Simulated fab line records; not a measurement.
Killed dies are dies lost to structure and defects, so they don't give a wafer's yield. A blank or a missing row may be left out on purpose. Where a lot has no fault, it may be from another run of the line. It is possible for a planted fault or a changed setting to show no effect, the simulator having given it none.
What tool caused it? -- flow sky130 -- Sampling: 13 lots, 39 wafers, 5 of 708 route steps

== WHAT THE GAUGES SHOWED, per wafer ==
SKY_NWELL_RS_MEAS_31: uses a four-point probe to measure.
lot,measured,on,PWDE_RS (ohm/sq)
L384,day 5 01:57,film metro-02,5256 5234 5278
L386,day 5 20:19,film metro-02,5298 5305 5294
L387,day 6 00:53,film metro-04,5292 5283 5282
L388,day 6 07:59,film metro-04,5267 5277 5267
L390,day 7 04:49,film metro-02,5254 5251 5253
L391,day 7 04:52,film metro-04,5308 5292 5276
L392,day 7 09:57,film metro-04,5264 5258 5272
L393,day 7 17:08,film metro-01,5279 5288 5280
L395,day 8 00:58,film metro-01,5274 5261 5264
L394,day 8 02:28,film metro-02,5267 5299 5306
L396,day 8 08:36,film metro-01,5251 5280 5281
L402,day 9 15:52,film metro-01,5263 5257 5278
L405,day 11 05:32,film metro-01,5266 5253 5285

SKY_VT_ADJUST_LVTN_OVL_MEAS_18.
lot,measured,on,VT_ADJUST_LVTN_01_OVL (nm)
L384,day 7 08:52,overlay-02,-1.1 -0.7 -0.1
L386,day 8 05:41,overlay-02,-1.0 -1.7 -1.2
L387,day 8 10:29,overlay-01,-3.0 -2.9 -2.4
L388,day 8 17:53,overlay-01,-0.9 -1.9 -1.0
L390,day 9 16:23,overlay-02,0.6 1.2 0.8
L391,day 9 17:17,overlay-02,0.0 1.4 1.1
L392,day 10 00:13,overlay-02,-0.8 -1.7 -0.1
L393,day 10 07:27,overlay-01,-3.1 -3.9 -4.6
L395,day 10 17:20,overlay-01,-3.7 -3.8 -3.5
L394,day 10 18:11,overlay-01,-1.3 -1.6 -0.4
L396,day 11 02:17,overlay-02,-2.3 -2.3 -3.1
L402,day 12 14:47,overlay-02,1.5 -0.6 0.9
L405,day 14 08:29,overlay-02,0.6 0.3 0.1

SKY_VT_ADJUST_NCORE_TW_MEAS_11.
lot,measured,on,VT_ADJUST_NCORE_TW
L384,day 8 04:41,film metro-04,218.9 218.4 219.1
L386,day 9 03:12,film metro-01,220.6 220.5 219.7
L387,day 9 08:00,film metro-03,218.3 219.2 220.2
L388,day 9 15:15,film metro-03,219.6 218.2 219.3
L390,day 10 15:23,film metro-04,219.5 218.4 218.8
L391,day 10 16:20,film metro-01,220.7 221.8 221.6
L392,day 10 22:59,film metro-01,219.9 220.8 221.7
L393,day 11 07:43,film metro-03,217.9 219.6 218.9
L395,day 11 17:59,film metro-01,219.9 220.0 220.4
L394,day 11 18:18,film metro-01,220.3 219.7 219.4
L396,day 12 03:02,film metro-01,219.7 221.3 219.7
L402,day 13 16:50,film metro-04,234.6 234.0 236.7
L405,day 15 11:29,film metro-03,232.8 232.4 232.3

== EACH LOT AND THE TOOL THAT RAN IT (in order: tool; ch and the chambers of the sampled wafers; start) ==
lot,SKY_NWELL_RTA_28,SKY_VT_ADJUST_NCORE_IMPLANT_09
L384,"rtp anneal-01 ch 0, day 5 01:37","implanter-02 ch 0, day 8 04:26"
L386,"rtp anneal-02 ch 0, day 5 19:58","implanter-02 ch 0, day 9 02:57"
L387,"rtp anneal-01 ch 0, day 6 00:32","implanter-02 ch 0, day 9 07:46"
L388,"rtp anneal-02 ch 0, day 6 07:38","implanter-03 ch 0, day 9 15:01"
L390,"rtp anneal-01 ch 0, day 7 04:29","implanter-02 ch 0, day 10 15:08"
L391,"rtp anneal-02 ch 0, day 7 04:31","implanter-03 ch 0, day 10 16:07"
L392,"rtp anneal-01 ch 0, day 7 09:37","implanter-04 ch 0, day 10 22:41"
L393,"rtp anneal-01 ch 0, day 7 16:47","implanter-02 ch 0, day 11 07:29"
L395,"rtp anneal-02 ch 0, day 8 00:38","implanter-03 ch 0, day 11 17:44"
L394,"rtp anneal-01 ch 0, day 8 02:02","implanter-03 ch 0, day 11 18:04"
L396,"rtp anneal-02 ch 0, day 8 08:16","implanter-02 ch 0, day 12 02:47"
L402,"rtp anneal-02 ch 0, day 9 15:31","implanter-02 ch 0, day 13 16:35"
L405,"rtp anneal-01 ch 0, day 11 05:11","implanter-02 ch 0, day 15 11:14"
- SKY_NWELL_RTA_28: time 30 s.
- SKY_VT_ADJUST_NCORE_IMPLANT_09

== AS READ BY THE TOOLS THEMSELVES (means over the sampled wafers that have a number; for cases with no such wafer, the mark the record gives instead) ==
SKY_NWELL_RTA_28.
lot,tool,lamp power pct (%),wafer_temp_C_max
L384,rtp anneal-01,25.31,1055.1
L386,rtp anneal-02,25.29,1054.9
L387,rtp anneal-01,25.28,1054.4
L388,rtp anneal-02,25.33,1054.5
L390,rtp anneal-01,25.34,1054.4
L391,rtp anneal-02,25.29,1055.3
L392,rtp anneal-01,25.35,1055.0
L393,rtp anneal-01,25.25,1055.5
L395,rtp anneal-02,25.32,1053.9
L394,rtp anneal-01,25.33,1055.0
L396,rtp anneal-02,25.29,1055.3
L402,rtp anneal-02,25.31,1055.5
L405,rtp anneal-01,25.33,1055.5

SKY_VT_ADJUST_NCORE_IMPLANT_09.
lot,tool,beam on s (s),faraday current uA
L384,implanter-02,10.08,13.43
L386,implanter-02,9.96,13.60
L387,implanter-02,9.94,13.63
L388,implanter-03,10.23,13.22
L390,implanter-02,10.00,13.54
L391,implanter-03,10.00,13.54
L392,implanter-04,9.84,13.73
L393,implanter-02,9.90,13.70
L395,implanter-03,10.09,13.41
L394,implanter-03,10.13,13.37
L396,implanter-02,9.98,13.60
L402,implanter-02,12.39,10.92
L405,implanter-02,12.66,10.73

== THE ANSWER, worked out from the rows above alone ==
Rule: usual is defined by the lots themselves. Put in order of their means at a reading, lots are off if they are a third of the lots or fewer, leave a main group of 4 or more, and stand apart from it by a gap of 3 or more times the standard deviation of the main group's means; of several such gaps the widest counts. The tables above print the reading to a certain number of digits; a main group whose means all agree to those digits is not used. Also off: a lot with no number at a reading for which 4 or more lots have one. Where the step has rows for the other lots, those lots are counted as sound. The gauges are gone through in route order, then the tools' own readings, and for those a lot's mean is taken as printed above. The first step at which some lot is off is used, and at that step the reading that is off furthest; a lot without a number counts as furthest.
Off: L402, L405, seen at SKY_VT_ADJUST_NCORE_TW_MEAS_11 (VT_ADJUST_NCORE_TW). Main group: mean 219.8, sd 0.83.
If a tool, at a process step before that reading, ran all the lots that are off and no sound lot after the first of them, it fits. Not tried: the gauges at SKY_VT_ADJUST_NCORE_TW_MEAS_11; whatever is off there is also off at SKY_VT_ADJUST_NCORE_IMPLANT_09, on other tools, and gauge error can't account for it. One fits: SKY_VT_ADJUST_NCORE_IMPLANT_09 on implanter-02. A fault onset in the window from L396 (day 12 02:47, its last sound lot) to L402 (day 13 16:35, its first lot off) fits.
The tool's own readings at SKY_VT_ADJUST_NCORE_IMPLANT_09 bear it out: on the lots that are off they differ by more than 5 times the standard deviation of the sound lots' means. beam on s reads 12.53 s there against 10.01 s on the sound lots; faraday current uA reads 10.82 there against 13.52 on the sound lots.

== WHAT THE SIMULATOR HAD INSERTED ==
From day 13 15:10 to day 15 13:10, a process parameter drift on implanter-02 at SKY_VT_ADJUST_NCORE_IMPLANT_09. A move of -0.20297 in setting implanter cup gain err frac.
Lots struck among those shown: L402, L405. The rule given above showed the same thing.
